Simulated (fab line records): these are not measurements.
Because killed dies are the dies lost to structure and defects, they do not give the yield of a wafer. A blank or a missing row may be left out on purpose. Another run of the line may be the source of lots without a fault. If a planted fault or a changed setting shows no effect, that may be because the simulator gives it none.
The tool behind it: which one?    flow gf180mcu    21 wafers from 7 lots sampled at 2 of the route's 602 steps

WHAT EACH GAUGE READ, for each wafer
GF_V1_CD_MEAS_14: target cd 260 nm.
lot   measured      on         cd nm (nm)
L162  day 19 17:15  cd sem-02  260.6 259.8 260.5
L165  day 20 11:32  cd sem-02  258.9 258.2 257.5
L167  day 21 03:19  cd sem-01  262.1 261.4 261.9
L169  day 22 00:14  cd sem-02  257.9 258.4 258.5
L172  day 22 14:37  cd sem-02  258.3 258.6 257.8

WHAT TOOL EACH LOT RAN ON (gives the tool, then ch and the chambers of the sampled wafers, and finally the start)
lot   GF_VT_IMPLANT_EXPOSE_04
L162  iline stepper-01 ch 0, day 6 04:19
L165  iline stepper-01 ch 0, day 6 17:50
L167  iline stepper-02 ch 0, day 7 07:58
L169  iline stepper-01 ch 0, day 7 22:16
L172  iline stepper-01 ch 0, day 8 11:10
L177  iline stepper-01, day 9 13:26
L179  iline stepper-01, day 10 04:46
- GF_VT_IMPLANT_EXPOSE_04: exposes mask LVPWELL LV AREA, target cd 600 nm.

THE ANSWER, worked out from the rows above alone
Rule: usual is defined by the lots themselves. The widest of any qualifying gaps counts: lots, ordered by their means at a reading, are off when they make up no more than a third of the lots, leave a main group of 4 or more, and stand apart from it by 3 or more times the standard deviation of that group's means. Not used: any main group whose means are identical at the precision the tables above print for the reading. A lot without any number at a reading at which 4 lots or more have one is off too. Where the step has rows for the other lots, those lots are counted as sound.
None of the lots is off at any reading shown; this tells nothing.

WHAT HAD BEEN PUT IN BY THE SIMULATOR
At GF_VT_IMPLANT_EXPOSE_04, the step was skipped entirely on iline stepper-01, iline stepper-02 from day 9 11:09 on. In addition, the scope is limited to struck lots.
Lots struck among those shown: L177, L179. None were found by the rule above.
